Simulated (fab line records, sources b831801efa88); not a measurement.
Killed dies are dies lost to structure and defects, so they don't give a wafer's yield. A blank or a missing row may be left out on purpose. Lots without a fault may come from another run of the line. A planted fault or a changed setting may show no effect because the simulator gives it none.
Tool commonality check | flow sky130 | 14 lots, 48 wafers sampled

WHY IT WAS OPENED
At SKY_LDD_LDN_TW_MEAS_13 the reading LDD_LDN_TW is flagged on 2 of 14 lots. Wafers without a fault read 1483, standard deviation 11.
Rule: a lot is flagged when every wafer of it that has a number lies more than 4 standard deviations from that mean, or none has a number. The other lots count as sound.

lot  | measured     | on            | LDD_LDN_TW, wafer by wafer    | flag
L999 | day 22 17:29 | film_metro-01 | 1496 1497 1493                |
L100 | day 22 21:44 | film_metro-03 | 1475 1480 1479                |
L101 | day 23 09:59 | film_metro-01 | 1485 1481 1483                |
L106 | day 25 01:47 | film_metro-01 | 1556 1559 1558 1552 1560 1556 | FLAGGED
L105 | day 25 02:52 | film_metro-03 | 1574 1573 1578 1571 1579 1579 | FLAGGED
L112 | day 27 20:36 | film_metro-01 | 1485 1483 1487                |
L113 | day 28 02:22 | film_metro-03 | 1494 1498 1497                |
L114 | day 28 07:40 | film_metro-02 | 1476 1473 1477                |
L115 | day 28 11:23 | film_metro-01 | 1488 1499 1487                |
L117 | day 29 04:22 | film_metro-01 | 1502 1491 1486                |
L118 | day 29 09:21 | film_metro-02 | 1471 1468 1466                |
L119 | day 29 17:01 | film_metro-01 | 1486 1491 1487                |
L120 | day 29 23:27 | film_metro-03 | 1489 1502 1500                |
L121 | day 30 02:22 | film_metro-02 | 1480 1487 1472                |
The numbers of the flagged lots are 1566 on average: +83 against the usual, or +8 standard deviations.

WHICH TOOL RAN EACH LOT
The record holds 1 process step before the reading, out of a route of 708 steps. In each cell: the tool, then ch and the chambers that the sampled wafers went through, then the start.
lot  | flag    | SKY_LDD_LDN_IMPLANT_08
L999 |         | implanter-02 ch 0, day 22 16:47
L100 |         | implanter-01 ch 0, day 22 21:04
L101 |         | implanter-02 ch 0, day 23 09:19
L106 | FLAGGED | implanter-02 ch 0, day 25 01:05
L105 | FLAGGED | implanter-02 ch 0, day 25 02:10
L112 |         | implanter-02 ch 0, day 27 19:54
L113 |         | implanter-03 ch 0, day 28 01:40
L114 |         | implanter-02 ch 0, day 28 06:58
L115 |         | implanter-02 ch 0, day 28 10:43
L117 |         | implanter-01 ch 0, day 29 03:40
L118 |         | implanter-03 ch 0, day 29 08:42
L119 |         | implanter-03 ch 0, day 29 16:19
L120 |         | implanter-03 ch 0, day 29 22:45
L121 |         | implanter-03 ch 0, day 30 01:41
What these steps do:
- SKY_LDD_LDN_IMPLANT_08
- SKY_LDD_LDN_TW_MEAS_13

FLAGGED OVER TOTAL, TOOL BY TOOL (the gauges that took the reading come last)
step                   | tool          | lots run | flagged | share of the flagged lots | sound lots run after its first flagged lot
SKY_LDD_LDN_IMPLANT_08 | implanter-01  | 2        | 0       | none                      | -
SKY_LDD_LDN_IMPLANT_08 | implanter-02  | 7        | 2       | all                       | 3 (L112,L114,L115)
SKY_LDD_LDN_IMPLANT_08 | implanter-03  | 5        | 0       | none                      | -
SKY_LDD_LDN_TW_MEAS_13 | film_metro-01 | 7        | 1       | some                      | 4 (L112,L115,L117,L119)
SKY_LDD_LDN_TW_MEAS_13 | film_metro-02 | 3        | 0       | none                      | -
SKY_LDD_LDN_TW_MEAS_13 | film_metro-03 | 4        | 1       | some                      | 2 (L113,L120)

WHAT THE TABLE ALLOWS
1 row of the table ran every flagged lot: implanter-02 at SKY_LDD_LDN_IMPLANT_08.
- implanter-02 at SKY_LDD_LDN_IMPLANT_08: 2 of its 7 lots flagged. Sound lots ran on it after the first flagged one (L112, L114, L115), which a lasting fault on the whole tool wouldn't allow. Its own readings lie more than 4 standard deviations out on every wafer of the flagged lots: dose_ions_cm2, faraday_current_uA.
No row of the table ran every flagged lot and no sound lot after the first.

WHAT THE SIMULATOR HAD PUT IN
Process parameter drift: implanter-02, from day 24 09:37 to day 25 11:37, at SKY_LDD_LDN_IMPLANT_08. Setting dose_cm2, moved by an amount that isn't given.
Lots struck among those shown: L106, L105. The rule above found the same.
